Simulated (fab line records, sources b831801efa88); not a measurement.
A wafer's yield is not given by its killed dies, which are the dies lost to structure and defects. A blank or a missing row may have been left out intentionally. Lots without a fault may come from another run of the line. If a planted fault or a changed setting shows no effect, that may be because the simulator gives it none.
The same fault as seen by 2 desks | flow sky130 | numbers are kept per desk, each desk with only its own; the story behind them comes last

## FROM THE METROLOGY DESK
Means of the sampled wafers that have a number, per lot and without regard to the tool the lot ran on: this is what the gauges read. Marked OUT: a lot whose mean sits more than 4 standard deviations from the usual mean, which makes it out of limits; the brackets give that distance.
Columns: A = METAL2_ALCU_THK at SKY_METAL2_THK_MEAS_06, usual 249.9 nm; B = cd_nm at SKY_METAL2_CD_MEAS_15, usual 139.3 nm
lot  | first seen here | A     | B
L236 | day 34 00:31    | 248.2 | 139.4
L237 | day 34 04:10    | 252.5 | 138.6
L238 | day 34 20:47    | 248.1 | 137.9
L240 | day 35 10:59    | 251.1 | 137.9
L244 | day 37 00:32    | 252.1 | 141.8
L247 | day 37 22:46    | 250.3 | 141.1
L252 | day 39 08:03    | 245.4 | 138.9
L253 | day 39 11:56    | 251.1 | 137.1
L254 | day 39 22:39    | 250.6 | 137.3
L257 | day 40 12:14    | 248.9 | 139.9
L259 | day 41 05:17    | 248.7 | 138.9
L258 | day 41 05:30    | 250.7 | 139.8
This desk's verdict: no lot among the 12 shows anything out of limits.

## FOR THE TOOL OWNER'S DESK: rie_metal-01
The tool's own readings at SKY_METAL2_ETCH_18 (etches BARC in N2/H2, stops on SiO2, time 45.9 s, target depth 60 nm): means of the sampled wafers that have a number, for each lot that ran on this tool. Marked OUT: a lot whose mean sits more than 4 standard deviations from the usual mean, which makes it out of limits; the brackets give that distance.
Columns: A = bias_w at SKY_METAL2_ETCH_18, usual 100.0 W; B = drypump_motor_current_A at SKY_METAL2_ETCH_18, usual 5.9 A; C = oes_product_au at SKY_METAL2_ETCH_18, usual 0.854 a.u.; D = run_length_s at SKY_METAL2_ETCH_18, usual 74.2 s; E = throttle_valve_pct at SKY_METAL2_ETCH_18, usual 13.225 %
lot  | first seen here | A     | B   | C               | D               | E
L240 | day 36 12:52    | 100.1 | 5.7 | 0.855           | 74.0            | 13.220
L244 | day 38 02:38    | -     | 6.2 | 0.951 (+20) OUT | 70.0 (-5.3) OUT | 13.237
L247 | day 39 00:10    | -     | 5.7 | 0.955 (+21) OUT | 69.0 (-6.7) OUT | 13.237
L259 | day 42 03:17    | 100.1 | 5.9 | 0.853           | 74.6            | 13.234
Finding of this desk: L244, L247 out of limits; the first was L244 at day 38 02:38, on oes_product_au at SKY_METAL2_ETCH_18. L240, L259: within limits.

## ALL TOGETHER
At day 38 02:38, on L244, L247, the tool owner's desk was in a position to raise an alarm.
From the metrology desk's view, nothing was out of limits.
The metrology desk has L244, L247 on record, within its limits.
SKY_METAL2_ETCH_18 was run on rie_metal-01 by each of the lots named.

## WHAT HAD BEEN PUT IN BY THE SIMULATOR
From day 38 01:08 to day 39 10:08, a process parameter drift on rie_metal-01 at SKY_METAL2_ETCH_18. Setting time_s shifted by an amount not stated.
Struck lots among those shown: L244, L247.
Delay in hours, fault start to first out-of-limits reading, by desk: the tool owner's desk at 2.
